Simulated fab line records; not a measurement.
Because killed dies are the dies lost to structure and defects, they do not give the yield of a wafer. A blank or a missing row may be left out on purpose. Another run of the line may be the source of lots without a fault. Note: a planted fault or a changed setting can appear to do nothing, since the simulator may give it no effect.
Split-lot study + flow sky130 + 23 wafers read from 5 lots, route of 708 steps

ON THE SPLIT
At SKY_METAL3_SPUTTER_02 (material AlCu, target thk 735 nm, time 39.1 s), the setting power-w was moved away from the recipe's 10600 W on 10 of the 23 wafers read, by -10.8% to +9.7%. This setting was run at the recipe's value on the other wafers.

The split's own step is where the reading is taken.

THE READING
AlCu_of_METAL3_SPUTTER_02.thk-nm (the simulator's own value, which no gauge read), in nm, at SKY_METAL3_SPUTTER_02 (material AlCu, target thk 735 nm, time 39.1 s). The file gives no usual value for it. Average 733.9 nm, standard deviation 3.5 nm, over the 13 wafers here run with the recipe.

| wafer  | tool, chamber at the split | power-w as run, W | against the recipe | AlCu_of_METAL3_SPUTTER_02.thk-nm, nm | against lot-mates on the recipe |
|--------|----------------------------|-------------------|--------------------|--------------------------------------|---------------------------------|
| L076.2 | pvd-sputter-03, -          | 10600             | recipe             | 728.3                                | -                               |
| L076.3 | pvd-sputter-03, -          | 11630             | +9.7%              | 790.5                                | +60.2                           |
| L076.4 | pvd-sputter-03, -          | 10600             | recipe             | 729.9                                | -                               |
| L076.5 | pvd-sputter-03, -          | 10600             | recipe             | 732.8                                | -                               |
| L076.6 | pvd-sputter-03, -          | 11630             | +9.7%              | 792.7                                | +62.4                           |
| L079.1 | pvd-sputter-01, -          | 10600             | recipe             | 735.7                                | -                               |
| L079.2 | pvd-sputter-01, -          | 9800              | -7.5%              | 682.4                                | -54.1                           |
| L079.3 | pvd-sputter-01, -          | 9800              | -7.5%              | 687.3                                | -49.2                           |
| L079.4 | pvd-sputter-01, -          | 9800              | -7.5%              | 680.5                                | -56.0                           |
| L079.5 | pvd-sputter-01, -          | 10600             | recipe             | 737.3                                | -                               |
| L081.1 | pvd-sputter-01, -          | 10600             | recipe             | 730.4                                | -                               |
| L081.2 | pvd-sputter-01, -          | 10600             | recipe             | 734.7                                | -                               |
| L081.6 | pvd-sputter-01, -          | 10600             | recipe             | 728.7                                | -                               |
| L080.1 | pvd-sputter-01, -          | 10600             | recipe             | 738                                  | -                               |
| L080.3 | pvd-sputter-01, -          | 10600             | recipe             | 735                                  | -                               |
| L080.4 | pvd-sputter-01, -          | 11210             | +5.8%              | 789.6                                | +52.2                           |
| L080.5 | pvd-sputter-01, -          | 10600             | recipe             | 739.2                                | -                               |
| L080.6 | pvd-sputter-01, -          | 11210             | +5.8%              | 786.6                                | +49.2                           |
| L085.1 | pvd-sputter-01, -          | 10600             | recipe             | 735.8                                | -                               |
| L085.2 | pvd-sputter-01, -          | 9460              | -10.8%             | 654.3                                | -81.4                           |
| L085.4 | pvd-sputter-01, -          | 10600             | recipe             | 735.5                                | -                               |
| L085.5 | pvd-sputter-01, -          | 9460              | -10.8%             | 656.6                                | -79.0                           |
| L085.6 | pvd-sputter-01, -          | 9460              | -10.8%             | 657.7                                | -77.9                           |

FIT RESULTS
A straight line over all 23 wafers: AlCu_of_METAL3_SPUTTER_02.thk-nm changes by +6.99 nm for each +1% of power-w; r = +0.99; the points scatter about the line by 6.3 nm.
The same after taking each lot's own level away (the mean of its wafers on the recipe; 23 wafers): +7.16 nm for each +1%; r = +0.99; scatter 4.5 nm.
On that fit, the largest move of power-w shifts the reading by 77 nm.
From 730.33 to 737.40 nm: that is the span of the lots' own levels, equal to 2.0 times the standard deviation above.
So the lot-to-lot level changes the slope little: the two slopes agree.
Check: with one of the wafers moved furthest among these (-10.8%) left out of the fit, the line predicts -76.3 nm for it against its lot-mates. It came out at -81.4 nm against them.

ADDITIONAL SPLITS CARRIED BY THESE WAFERS
These wafers also went through other splits before the reading. Each is held against what the fit with the lots' levels taken away leaves over:
| other split on the same wafers | wafers away from the commonest value | r with AlCu_of_METAL3_SPUTTER_02.thk-nm (lot level and that fit taken away) |
|--------------------------------|--------------------------------------|-----------------------------------------------------------------------------|
| SKY_VIA1_SPUTTER_20 power-w    | 8                                    | -0.30                                                                       |
| SKY_METAL2_SPUTTER_01 power-w  | 7                                    | +0.24                                                                       |
| SKY_VIA2_HDPCVD_00 time-s      | 8                                    | -0.13                                                                       |
| SKY_VIA2_COAT_07 spin-rpm      | 8                                    | +0.27                                                                       |
| SKY_VIA2_ETCH_14 bias-w        | 6                                    | -0.38                                                                       |

FILE'S OWN FIT
AlCu_of_METAL3_SPUTTER_02.thk-nm changes by +7.14 nm for each +1% of power-w, r = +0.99.
